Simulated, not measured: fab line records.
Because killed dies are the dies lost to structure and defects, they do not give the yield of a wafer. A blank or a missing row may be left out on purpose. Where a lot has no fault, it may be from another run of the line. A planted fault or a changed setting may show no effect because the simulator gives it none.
The tool behind it: which one? :: flow gf180mcu :: 18 wafers from 6 lots sampled at 2 of the route's 602 steps

## WHAT THE GAUGES READ, wafer by wafer
GF_VT_IMPLANT_TW_MEAS_43.
lot: L183
measured: day 8 09:35
on: film-metro-02
VT_IMPLANT_4_TW: 695 695 697

lot: L186
measured: day 9 04:33
on: film-metro-04
VT_IMPLANT_4_TW: 692 692 689

lot: L189
measured: day 9 22:42
on: film-metro-02
VT_IMPLANT_4_TW: 692 696 694

lot: L192
measured: day 10 19:53
on: film-metro-02
VT_IMPLANT_4_TW: 697 699 695

lot: L196
measured: day 11 23:46
on: film-metro-01
VT_IMPLANT_4_TW: 686 682 682

lot: L202
measured: day 13 18:56
on: film-metro-01
VT_IMPLANT_4_TW: 655 657 656

## WHICH TOOL RAN EACH LOT (tool, then ch and the chambers of the sampled wafers, then the start)
lot: L183
GF_VT_IMPLANT_IMPLANT_41: implanter-01 ch 0, day 8 09:20

lot: L186
GF_VT_IMPLANT_IMPLANT_41: implanter-02 ch 0, day 9 04:20

lot: L189
GF_VT_IMPLANT_IMPLANT_41: implanter-02 ch 0, day 9 22:29

lot: L192
GF_VT_IMPLANT_IMPLANT_41: implanter-02 ch 0, day 10 19:39

lot: L196
GF_VT_IMPLANT_IMPLANT_41: implanter-01 ch 0, day 11 23:31

lot: L202
GF_VT_IMPLANT_IMPLANT_41: implanter-01 ch 0, day 13 18:43
- GF_VT_IMPLANT_IMPLANT_41

## THE ANSWER, worked out from the rows above alone
Rule: what is usual is taken from the lots themselves. The widest of any qualifying gaps counts: lots, ordered by their means at a reading, are off when they make up no more than a third of the lots, leave a main group of 4 or more, and stand apart from it by 3 or more times the standard deviation of that group's means. Not used: any main group whose means are identical at the precision the tables above print for the reading. A lot without any number at a reading at which 4 lots or more have one is off too. The other lots that the step has rows for count as sound.
Off: at GF_VT_IMPLANT_TW_MEAS_43 (VT_IMPLANT_4_TW), L202. For the main group the mean is 692 and the standard deviation 4.9.
A tool fits if, at a process step before that reading, it ran every lot that is off, and no sound lot after the first of them. The gauges at GF_VT_IMPLANT_TW_MEAS_43 are tried like those tools. This does not decide it: 2 tools fit, namely implanter-01 at GF_VT_IMPLANT_IMPLANT_41 and film-metro-01 at GF_VT_IMPLANT_TW_MEAS_43.

## WHAT THE SIMULATOR PUT IN
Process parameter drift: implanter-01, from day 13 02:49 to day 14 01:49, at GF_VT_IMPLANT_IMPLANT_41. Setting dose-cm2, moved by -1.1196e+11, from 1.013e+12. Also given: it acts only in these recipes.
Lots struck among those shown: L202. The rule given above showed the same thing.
